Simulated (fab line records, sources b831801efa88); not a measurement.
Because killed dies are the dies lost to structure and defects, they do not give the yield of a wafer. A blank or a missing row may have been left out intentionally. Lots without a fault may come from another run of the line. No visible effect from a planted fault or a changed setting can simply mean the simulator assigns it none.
Matching of chambers | flow sky130 | SKY_CONTACT_ETCH_16 on rie-diel-04 has 4 sister chambers
The step etches BARC in N2/H2, stops on SiO2, time 45.9 s, target depth 60 nm. 4 wafers are shown with their chamber, then 11 later ones without.

WAFERS, EACH WITH ITS CHAMBER
wafer  | chamber | drypump-motor-current-A (A)
L086.1 | 1       | 5.18
L087.3 | 3       | 5.35
L087.5 | 0       | 4.95
L092.1 | 2       | 5.65

WAFERS MISSING THEIR CHAMBER
wafer  | drypump-motor-current-A (A)
L092.4 | 5.19
L092.6 | 5.65
L093.2 | 5.62
L093.3 | 5.18
L093.5 | 5.34
L094.1 | 5.63
L094.2 | 5.18
L094.5 | 5.35
L097.2 | 4.98
L097.3 | 5.19
L097.4 | 5.36

CHAMBER TAKEN BY EACH
wafer  | from the rows above | in truth
L092.4 | 1                   | 1
L092.6 | 2                   | 2
L093.2 | 2                   | 2
L093.3 | 1                   | 1
L093.5 | 3                   | 3
L094.1 | 2                   | 2
L094.2 | 1                   | 1
L094.5 | 3                   | 3
L097.2 | 0                   | 0
L097.3 | 1                   | 1
L097.4 | 3                   | 3
11 of 11 placed correctly. Left unplaced by these rows: 0. Placed wrongly: 0.
How it was worked out, from the rows above alone: a wafer's distance from a chamber is the root of the sum, over the readings, of the square of ((its reading less the chamber's mean) divided by the reading's scatter). The wafer belongs to the nearest chamber; if the next one is less than 2 further off, it can't be placed. For every chamber, the mean is computed from those of its wafers that are shown. The scatter: root of mean squared gap, hidden wafer to nearest shown wafer, with one shown wafer a chamber.
